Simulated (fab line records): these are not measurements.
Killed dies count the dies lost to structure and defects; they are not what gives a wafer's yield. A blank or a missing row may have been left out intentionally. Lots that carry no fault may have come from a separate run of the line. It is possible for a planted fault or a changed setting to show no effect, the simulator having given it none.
Chamber matching + flow gf180mcu + cmp-02 running GF_STI_CMP_25: 4 sister chambers
The step polishes, stops on Si3N4, t overpolish 33 s, target thk 524.6 nm. 8 wafers are shown with their chamber, then 8 later ones without.

WAFERS PAIRED WITH THEIR CHAMBERS
| wafer  | chamber | motor current A (A) | time to endpoint s (s) |
|--------|---------|---------------------|------------------------|
| L551.3 | 3       | 14.2                | 130                    |
| L556.3 | 3       | 13.4                | 129                    |
| L558.2 | 2       | 11.9                | 119                    |
| L558.4 | 1       | 10.8                | 120                    |
| L562.2 | 0       | 13.3                | 130                    |
| L562.3 | 1       | 10.9                | 125                    |
| L562.5 | 0       | 13.7                | 126                    |
| L565.1 | 2       | 12.3                | 120                    |

WAFERS WITH NO CHAMBER GIVEN
| wafer  | motor current A (A) | time to endpoint s (s) |
|--------|---------------------|------------------------|
| L565.2 | 13.3                | 129                    |
| L565.4 | 10.5                | 124                    |
| L566.1 | 11.6                | 129                    |
| L566.3 | 13.7                | 131                    |
| L566.4 | 14.2                | 128                    |
| L570.1 | 13.5                | 121                    |
| L570.2 | 11.0                | 128                    |
| L570.4 | 13.3                | 131                    |

WHICH CHAMBER EACH WENT THROUGH
| wafer  | from the rows above          | in truth |
|--------|------------------------------|----------|
| L565.2 | can't be placed: 0 or 3      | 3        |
| L565.4 | 1                            | 1        |
| L566.1 | can't be placed: 1 or 2 or 0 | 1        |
| L566.3 | can't be placed: 3 or 0      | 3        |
| L566.4 | can't be placed: 3 or 0      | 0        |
| L570.1 | can't be placed: 0 or 3 or 2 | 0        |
| L570.2 | 1                            | 1        |
| L570.4 | can't be placed: 0 or 3      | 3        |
2 of 8 placed correctly. Unplaceable from these rows: 6, with the true chamber sitting among the candidates in 6. Placed wrongly: 0.
How it was worked out, from the rows above alone: a wafer's distance from a chamber is the root of the sum, over the readings, of the square of ((its reading less the chamber's mean) divided by the reading's scatter). If the next closest chamber is less than 2 further off than the closest, the wafer can't be placed; otherwise it belongs to the closest. The mean given for a chamber averages the wafers shown for that chamber. The scatter: the root of (the sum of the squares of (reading less its chamber's mean) over the shown wafers, divided by (wafers less chambers)).
